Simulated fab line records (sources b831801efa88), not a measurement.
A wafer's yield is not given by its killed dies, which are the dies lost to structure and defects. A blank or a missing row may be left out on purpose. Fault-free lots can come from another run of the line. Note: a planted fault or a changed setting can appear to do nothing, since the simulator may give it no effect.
Code-filled problem report in 8D (eight disciplines) form ; flow sky130 ; the parts of the form that need people (team, actions taken, sign-off) are left out

1. WHAT WENT WRONG
Across 2 wafers from 2 lots, VIA2_HDPCVD_THK at SKY_VIA2_THK_MEAS_01 averages 1680 nm, while fault-free wafers read 1185 nm with a standard deviation of 13. That is +38 standard deviations from the usual mean.
The first sign was on wafer L690.2 at day 36 15:26, on film metro-04. At this step, 34 wafers from 12 lots have a number in the record. By rule, "out" or "out of limits" means more than 4 standard deviations away from the usual mean. Any other wafer with a number is counted as sound.

2. WHAT IT IS, WHAT IT ISN'T
question;is;is not
which readings at this step;VIA2_HDPCVD_THK;-
which lots;L690, L694;L686, L698, L700, L701, L704, L705, L706, L707, L708, L709
which wafers of those lots;L690.2, L694.2;L690.3, L690.4
read on which gauges;film metro-01, film metro-04;film metro-02
when;from day 36 15:26;"up to then (5 sound wafers); but 27 sound wafers of L698, L700, L701, L704, L705, L706, L707, L708, L709 came after"

3. WHAT RULES OUT EACH SUSPECT
Counting: if a tool at a process step up to the reading ran every lot that is out, it stays a suspect. Sound lots after the first of them don't rule it out here, since some wafers of a struck lot are sound.
- the gauge at SKY_VIA2_THK_MEAS_01 is ruled out. The wafers that are out were read on 2 gauges (film metro-01, film metro-04).
- hdpcvd-01 at SKY_VIA2_HDPCVD_00 (deposits SiO2, target thk 1180 nm, time 196.7 s): kept. It ran every lot that is out, first L690 (day 36 15:18); its last sound lot up to then is L686 (day 36 06:59). On those wafers its own readings are out: run length s.
- Within hdpcvd-01 at SKY_VIA2_HDPCVD_00: the wafers that are out ran in chamber 0; their sound lot-mates ran in chamber 2.
Remaining after the count: hdpcvd-01 at SKY_VIA2_HDPCVD_00.

4. THE CAUSE (what the simulator had put in)
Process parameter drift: hdpcvd-01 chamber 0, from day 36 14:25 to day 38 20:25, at SKY_VIA2_HDPCVD_00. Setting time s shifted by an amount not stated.
After counting, this tool was the only one left.

5. THE EFFECT CHAIN, in route order
Rows list readings where the struck wafers' mean (over those with a number) sits beyond 3 standard deviations from the usual. Scope: only readings with a usual standard deviation given in the record; hours: median across lots of the time from each lot's start at the first step in this table that gives one to its start at this step; sigmas: change in usual standard deviations.
hours;step;reading;usual;on struck wafers;change;sigmas
0;SKY_VIA2_HDPCVD_00;run length s;224.5 s;305.1;+80.6;+99 or more
0;SKY_VIA2_THK_MEAS_01;VIA2_HDPCVD_THK;1185 nm;1680;+495;+38
253;SKY_PAD_OPEN_PROBE_99;killed_at_M0_to_M3;44;70;+26;+3.5
Its process steps:
- SKY_VIA2_HDPCVD_00: deposits SiO2, target thk 1180 nm, time 196.7 s.
- SKY_PAD_OPEN_PROBE_99

6. WHAT WOULD HAVE CAUGHT IT SOONER
In this record the first reading out of limits at a measuring or inspecting step was taken at day 36 15:26, 1 hour after the fault began at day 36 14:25.
At SKY_VIA2_HDPCVD_00, the tool's own readings (run length s) were out on each struck wafer the step has a row for, so an alarm limit on them would have fired on the first such wafer.
Lots out: 2; of these, L694 started SKY_VIA2_HDPCVD_00 on hdpcvd-01 after day 36 15:26. It would have been spared by a hold on the tool at that moment.
